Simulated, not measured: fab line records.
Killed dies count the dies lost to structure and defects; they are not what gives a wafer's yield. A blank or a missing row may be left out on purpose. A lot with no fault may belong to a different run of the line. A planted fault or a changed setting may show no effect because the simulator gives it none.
Matching of chambers / flow sky130 / 4 sister chambers for SKY_VIA3_CMP_24 on cmp-02
The step polishes, stops on SiO2, t overpolish 20 s, target thk 0 nm. 4 wafers are shown with their chamber, then 12 later ones without.

== WAFERS WITH THEIR CHAMBER ==
wafer=L089.5; chamber=0; motorCurrentA (A)=8.0
wafer=L090.2; chamber=3; motorCurrentA (A)=10.3
wafer=L090.4; chamber=1; motorCurrentA (A)=12.0
wafer=L090.6; chamber=2; motorCurrentA (A)=9.9

== WAFERS WHOSE CHAMBER IS MISSING ==
wafer=L091.1; motorCurrentA (A)=8.3
wafer=L091.5; motorCurrentA (A)=10.0
wafer=L091.6; motorCurrentA (A)=9.2
wafer=L094.1; motorCurrentA (A)=12.4
wafer=L094.3; motorCurrentA (A)=10.0
wafer=L094.6; motorCurrentA (A)=11.7
wafer=L095.1; motorCurrentA (A)=10.6
wafer=L095.4; motorCurrentA (A)=8.7
wafer=L095.5; motorCurrentA (A)=9.7
wafer=L097.1; motorCurrentA (A)=8.9
wafer=L097.3; motorCurrentA (A)=11.8
wafer=L097.5; motorCurrentA (A)=10.5

== WHICH CHAMBER EACH ONE RAN IN ==
wafer=L091.1; from the rows above=0; in truth=0
wafer=L091.5; from the rows above=can't be placed: 2 or 3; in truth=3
wafer=L091.6; from the rows above=can't be placed: 2 or 3 or 0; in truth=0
wafer=L094.1; from the rows above=1; in truth=1
wafer=L094.3; from the rows above=can't be placed: 2 or 3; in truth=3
wafer=L094.6; from the rows above=1; in truth=1
wafer=L095.1; from the rows above=can't be placed: 3 or 2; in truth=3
wafer=L095.4; from the rows above=can't be placed: 0 or 2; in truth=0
wafer=L095.5; from the rows above=can't be placed: 2 or 3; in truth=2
wafer=L097.1; from the rows above=can't be placed: 0 or 2 or 3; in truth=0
wafer=L097.3; from the rows above=1; in truth=1
wafer=L097.5; from the rows above=can't be placed: 3 or 2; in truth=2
Correct placement for 4 of the 12. Can't be placed from these rows: 8 (the true chamber is among the candidates in 8). Wrongly placed: 0.
How it was worked out, from the rows above alone: a wafer's distance from a chamber is the root of the sum, over the readings, of the square of ((its reading less the chamber's mean) divided by the reading's scatter). The wafer belongs to the nearest chamber; if the next one is less than 2 further off, it can't be placed. A chamber's mean is the mean of its shown wafers. The scatter (one wafer shown for each chamber): square how far every hidden wafer sits from the nearest shown wafer, average those squares and take the square root.
